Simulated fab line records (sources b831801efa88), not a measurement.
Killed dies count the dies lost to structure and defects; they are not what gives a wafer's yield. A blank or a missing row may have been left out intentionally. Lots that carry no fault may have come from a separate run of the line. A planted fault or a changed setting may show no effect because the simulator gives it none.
Struck lot and sound lot, side by side	flow sky130	15 steps out of a route of 708
Sound: wafers L172.2, L172.4, L172.6. Struck: wafer L186.4. (L186.2, L186.6 of the same lot were not struck and are left out.) The cause comes at the end.
For every step that has rows: the tool of each side, followed by ch and its chambers, followed by its first start. Under that, the readings that differ: sound wafers	struck wafers	difference of the means	sigmas: that difference in standard deviations of wafers without a fault.
alike: words and numbers the same on both sides, and readings whose means are apart by under 2 such deviations; not compared: readings that were withheld, readings missing a value for some wafer, numbers with overlapping values and no deviation given by the record, and bounds like >300 which may hide the same value.
Wherever a step has rows on one side only, a row that says differs or no value, or a row with sigmas, the two part there. When numbers do not overlap yet have no deviation, they are printed without sigmas and do not part them. A reading that every wafer of one side lacks parts them only if that side has two wafers or more.

first, 8 steps without rows for these wafers: SKY_FIELD_ISO_DEHYDRATE_05 (time 60 s); SKY_FIELD_ISO_HMDS_06 (prime time 60 s); SKY_FIELD_ISO_COAT_07 (resist thk 60 nm); SKY_FIELD_ISO_COAT_08 (resist thk 450 nm); SKY_FIELD_ISO_SOFTBAKE_09 (time 90 s); SKY_FIELD_ISO_EXPOSE_10 (exposes mask FOM, target cd 150 nm); SKY_FIELD_ISO_PEB_11; SKY_FIELD_ISO_DEVELOP_12 (develop time 60 s).
SKY_FIELD_ISO_CD_MEAS_13 targets a cd of 150 nm.
  sound on cdSem-01 at day 2 03:59; struck on cdSem-01 at day 5 06:47
  alike: cdNm
SKY_FIELD_ISO_ETCH_14: etches BARC in N2/H2, stops on SiO2, time 45.9 s, target depth 60 nm.
  sound on rieDiel-01 ch 1,2, day 2 04:05; struck on rieDiel-02 ch 1, day 5 06:53
  alike: drypumpMotorCurrentA, oesProductAu, runLengthS, throttleValvePct
  not compared: rfHoursCounterH
SKY_FIELD_ISO_ETCH_15: etches the open film in CHF3/O2, stops on Si, target depth 180 nm, time 72 s.
  sound on rieDiel-01 ch 1,2, day 2 04:08; struck on rieDiel-02 ch 1, day 5 06:55
reading	sound	struck	difference	sigmas
O2_flow_sccm (sccm)	4.977 4.995 4.989	5.020	+0.033	+2
oesProductAu (a.u.)	0.949 0.946 0.947	0.935	-0.012	-2
  alike: drypumpMotorCurrentA, runLengthS, throttleValvePct
  not compared: rfHoursCounterH
SKY_FIELD_ISO_STRIP_16: strips in O2/N2.
  sound on plasmaAsher-04 ch 0,1, day 2 04:11; struck on plasmaAsher-01 ch 1, day 5 06:59
reading	sound	struck	difference	sigmas
oesProductAu (a.u.)	0.364 0.379 0.373	0.387	+0.015	+3
stripTimeToEndpointS (s)	3.45 3.51 3.47	3.63	+0.15	+4
  alike: drypumpMotorCurrentA
  not compared: rfHoursCounterH
SKY_FIELD_ISO_ETCH_17: etches Si in HBr/Cl2/O2, target depth 342 nm, time 97.7 s.
  sound on rieSi-01 ch 0,1,2, day 2 04:17; struck on rieSi-02 ch 3, day 5 07:05
reading	sound	struck	difference	sigmas
runLengthS (s)	125.5 126.1 125.8	129.2	+3.4	+9
model.FIELD_ISO.featureDepthNm (nm)	340.1 327.4 327.1	363.1	+31.6	
model.etch.depthNm (nm)	340.1 327.4 327.1	363.1	+31.6	
  alike: O2_flow_sccm, drypumpMotorCurrentA, oesProductAu, throttleValvePct
  not compared: rfHoursCounterH
then, 1 step without rows for these wafers: SKY_FIELD_ISO_WET_ETCH_18 (etches Si3N4 in H3PO4, target depth 25 nm, time 286 s).
-- record jumps: 44 days separate the struck wafers' starts on either side; left off in module FIELD_ISO, taken up again in module PAD_OPEN, whose first shown step is the route's number 708 --
SKY_PAD_OPEN_PROBE_99:
  sound on prober-02 at day 45 18:57; struck on prober-02 at day 49 02:57
reading	sound	struck	difference	sigmas
killedOpen	43 43 34	59	+19	+3
model.etest.res_p_drift_20v.lineOhmUm	1.127e+04 1.049e+04 1.051e+04	1.349e+04	+2.733e+03	
  alike: killed_at_M0_to_M3, killed_at_M4_up, killedAtContacts, killedAtFrontEnd, killedAtOther, killedDies, killedShort

== WHERE THEY PART ==
First at SKY_FIELD_ISO_ETCH_15; last, within this record, at SKY_PAD_OPEN_PROBE_99.

WHY: what the simulator had put in
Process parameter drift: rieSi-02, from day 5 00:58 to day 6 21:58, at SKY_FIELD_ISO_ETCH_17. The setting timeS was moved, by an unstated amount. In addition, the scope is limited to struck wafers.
